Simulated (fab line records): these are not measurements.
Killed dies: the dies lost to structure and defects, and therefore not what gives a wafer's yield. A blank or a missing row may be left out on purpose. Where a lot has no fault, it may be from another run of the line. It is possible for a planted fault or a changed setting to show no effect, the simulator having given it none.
Matching of chambers || flow gf180mcu || 3 sister chambers for GF_V4_CVD_02 on pecvd-03
The step deposits SiO2 from TEOS, target thk 850 nm, time 94.851 s. 16 wafers are shown with their chamber, then 8 later ones without.

## WAFERS, EACH WITH ITS CHAMBER
{"wafer": "L076.1", "chamber": 1, "heater power w (W)": 840}
{"wafer": "L076.3", "chamber": 0, "heater power w (W)": 702}
{"wafer": "L076.6", "chamber": 1, "heater power w (W)": 706}
{"wafer": "L077.1", "chamber": 2, "heater power w (W)": 627}
{"wafer": "L077.2", "chamber": 0, "heater power w (W)": 630}
{"wafer": "L077.3", "chamber": 1, "heater power w (W)": 810}
{"wafer": "L078.1", "chamber": 2, "heater power w (W)": 621}
{"wafer": "L078.2", "chamber": 0, "heater power w (W)": 690}
{"wafer": "L078.3", "chamber": 1, "heater power w (W)": 825}
{"wafer": "L082.1", "chamber": 1, "heater power w (W)": 833}
{"wafer": "L082.3", "chamber": 2, "heater power w (W)": 615}
{"wafer": "L082.4", "chamber": 2, "heater power w (W)": 656}
{"wafer": "L083.2", "chamber": 0, "heater power w (W)": 699}
{"wafer": "L083.3", "chamber": 1, "heater power w (W)": 700}
{"wafer": "L083.5", "chamber": 0, "heater power w (W)": 746}
{"wafer": "L084.1", "chamber": 1, "heater power w (W)": 821}

SIGNATURES (means of the wafers above)
{"reading": "heater power w", "chamber 0": 693.40, "chamber 1": 790.71, "chamber 2": 629.75, "scatter within a chamber": 48}
Rule: for a wafer and a chamber, the distance is found by dividing, reading by reading, the gap between the wafer's reading and the chamber's mean by the reading's scatter, squaring, summing and taking the root. If the next closest chamber is less than 2 further off than the closest, the wafer can't be placed; otherwise it belongs to the closest. The scatter is the square root of a quotient: the sum, over the shown wafers, of each reading's squared deviation from its chamber's mean, divided by wafers minus chambers.

## WAFERS MISSING THEIR CHAMBER
{"wafer": "L084.2", "heater power w (W)": 631}
{"wafer": "L084.3", "heater power w (W)": 641}
{"wafer": "L090.1", "heater power w (W)": 792}
{"wafer": "L090.3", "heater power w (W)": 658}
{"wafer": "L090.4", "heater power w (W)": 747}
{"wafer": "L097.3", "heater power w (W)": 740}
{"wafer": "L097.5", "heater power w (W)": 610}
{"wafer": "L097.6", "heater power w (W)": 676}

## THE CHAMBER EACH PASSED THROUGH
{"wafer": "L084.2", "from the rows above": "can't be placed: 2 or 0", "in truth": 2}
{"wafer": "L084.3", "from the rows above": "can't be placed: 2 or 0", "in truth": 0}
{"wafer": "L090.1", "from the rows above": 1, "in truth": 1}
{"wafer": "L090.3", "from the rows above": "can't be placed: 2 or 0", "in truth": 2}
{"wafer": "L090.4", "from the rows above": "can't be placed: 1 or 0 or 2", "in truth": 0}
{"wafer": "L097.3", "from the rows above": "can't be placed: 0 or 1 or 2", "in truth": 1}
{"wafer": "L097.5", "from the rows above": "can't be placed: 2 or 0", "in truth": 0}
{"wafer": "L097.6", "from the rows above": "can't be placed: 0 or 2", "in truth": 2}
Correct placement for 1 of the 8. Can't be placed from these rows: 7 (the true chamber is among the candidates in 7). 0 placed wrongly.
